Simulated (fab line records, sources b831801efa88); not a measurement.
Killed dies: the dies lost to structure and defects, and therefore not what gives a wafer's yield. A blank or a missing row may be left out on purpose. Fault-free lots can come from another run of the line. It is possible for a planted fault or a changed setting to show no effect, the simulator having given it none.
The same fault as seen by 2 desks    flow sky130    what lay behind the numbers comes last; until then each desk has only its own

## METROLOGY DESK
Lot by lot, what the gauges showed, no matter which tool ran the lot: averages of those sampled wafers that carry a number. The brackets show how far a lot's mean lies from the usual mean; more than 4 standard deviations puts the lot out of limits, marked OUT.
Columns: A = NWELL_RS at SKY_NWELL_RS_MEAS_29, usual 624.5 ohm/sq; B = VT_ADJUST_HVTP_OVL at SKY_VT_ADJUST_HVTP_OVL_MEAS_08, usual 0.7 nm
lot   first seen here  A                 B
L866  day 5 17:27      624.2             0.3
L869  day 6 18:03      625.8             -2.5
L870  day 7 04:29      624.2             -0.1
L872  day 7 09:43      625.0             -0.1
L875  day 8 05:04      623.5             -1.0
L876  day 8 10:00      619.9             -0.6
L877  day 8 18:42      618.6 (-4.2) OUT  3.4
L880  day 9 05:49      625.6             1.7
L884  day 10 15:45     625.5             -1.0
L886  day 11 02:13     625.1             2.5
L887  day 11 09:22     622.2             2.2
This desk finds L877 out of limits, with the earliest case on L877 at day 8 18:42 (NWELL_RS at SKY_NWELL_RS_MEAS_29). L866, L869, L870, L872, L875, L876, L880, L884, L886, L887: within limits.

## TOOL OWNER'S DESK, implanter-04
For each lot that ran on this tool, the mean over its sampled wafers that have a number, from the tool's own readings at SKY_NWELL_IMPLANT_12. The brackets show how far a lot's mean lies from the usual mean; more than 4 standard deviations puts the lot out of limits, marked OUT.
Columns: A = beamOnS at SKY_NWELL_IMPLANT_12, usual 9.99 s; B = doseIonsCm2 at SKY_NWELL_IMPLANT_12, usual 1.3002e+12; C = faradayCurrentUA at SKY_NWELL_IMPLANT_12, usual 7.34
lot   first seen here  A                 B           C
L866  day 4 23:17      9.92              1.3005e+12  7.39
L869  day 5 23:29      10.23             1.3006e+12  7.18
L870  day 6 09:34      10.27             1.3015e+12  7.13
L872  day 6 14:08      10.05             1.3010e+12  7.30
L875  day 7 08:28      9.99              1.3008e+12  7.32
L876  day 7 13:47      11.53 (+7.7) OUT  1.2993e+12  6.37 (-6.5) OUT
L877  day 7 21:29      11.42 (+7.1) OUT  1.2996e+12  6.41 (-6.2) OUT
Finding of this desk: L876, L877 out of limits; the first was L876 at day 7 13:47, on beamOnS at SKY_NWELL_IMPLANT_12. L866, L869, L870, L872, L875: within limits.

## TAKEN TOGETHER
On L876, L877, at day 7 13:47, an alarm was possible from the tool owner's desk.
The metrology desk could have raised an alarm at day 8 18:42, on L877.
The metrology desk holds a record of L876, inside its limits.
The lots listed all ran SKY_NWELL_IMPLANT_12 on implanter-04.

## WHAT THE SIMULATOR HAD INSERTED
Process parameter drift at SKY_NWELL_IMPLANT_12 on implanter-04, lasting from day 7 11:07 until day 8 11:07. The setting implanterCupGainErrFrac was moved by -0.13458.
Shown lots that were struck: L876, L877.
Delay (hours) between the fault's onset and each desk's first out-of-limits reading: 3 at the tool owner's desk, 32 at the metrology desk.
